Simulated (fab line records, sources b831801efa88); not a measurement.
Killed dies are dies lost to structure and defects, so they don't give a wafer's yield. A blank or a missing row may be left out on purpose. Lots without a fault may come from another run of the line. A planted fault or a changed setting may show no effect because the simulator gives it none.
One fault seen from 2 desks | flow gf180mcu | each desk has only its own numbers; what lay behind them comes last

THE TOOL OWNER'S DESK: pvd_sputter-04
The tool's own readings at GF_TOP_METAL_SPUTTER_02 (material AlCu, target thk 900 nm, time 47.82 s): means of the sampled wafers that have a number, for each lot that ran on this tool. A lot is out of limits, marked OUT, if its mean lies more than 4 standard deviations from the usual mean; the brackets give that distance.
Columns: A = throttle_valve_pct at GF_TOP_METAL_SPUTTER_02, usual 30.2 %
lot  | first seen here | A
L337 | day 29 06:28    | 29.4
L338 | day 29 21:36    | 30.0
L341 | day 30 10:52    | 29.8
L343 | day 31 00:24    | 29.9
L344 | day 31 06:54    | 29.7
L354 | day 33 19:38    | 29.9
This desk's finding: nothing out of limits on any of the 6 lots.

THE METROLOGY DESK
What the gauges read, lot by lot, whatever tool the lot ran on: means of the sampled wafers that have a number. A lot is out of limits, marked OUT, if its mean lies more than 4 standard deviations from the usual mean; the brackets give that distance.
Columns: A = V5_OVL at GF_V5_OVL_MEAS_15, usual 2 nm
lot  | first seen here | A
L331 | day 27 07:57    | -2
L336 | day 28 22:04    | 0
L337 | day 29 04:54    | 6
L338 | day 29 20:04    | 6
L340 | day 30 07:08    | 7
L341 | day 30 09:12    | -2
L343 | day 30 22:49    | 7
L344 | day 31 05:21    | -1
L350 | day 32 20:47    | 14
L351 | day 32 23:50    | -1
L353 | day 33 11:24    | -6
L352 | day 33 12:21    | -8
L354 | day 33 18:03    | 3
This desk's finding: nothing out of limits on any of the 13 lots.

PUT TOGETHER
The tool owner's desk saw nothing out of limits.
The metrology desk saw nothing out of limits.

WHAT THE SIMULATOR HAD PUT IN
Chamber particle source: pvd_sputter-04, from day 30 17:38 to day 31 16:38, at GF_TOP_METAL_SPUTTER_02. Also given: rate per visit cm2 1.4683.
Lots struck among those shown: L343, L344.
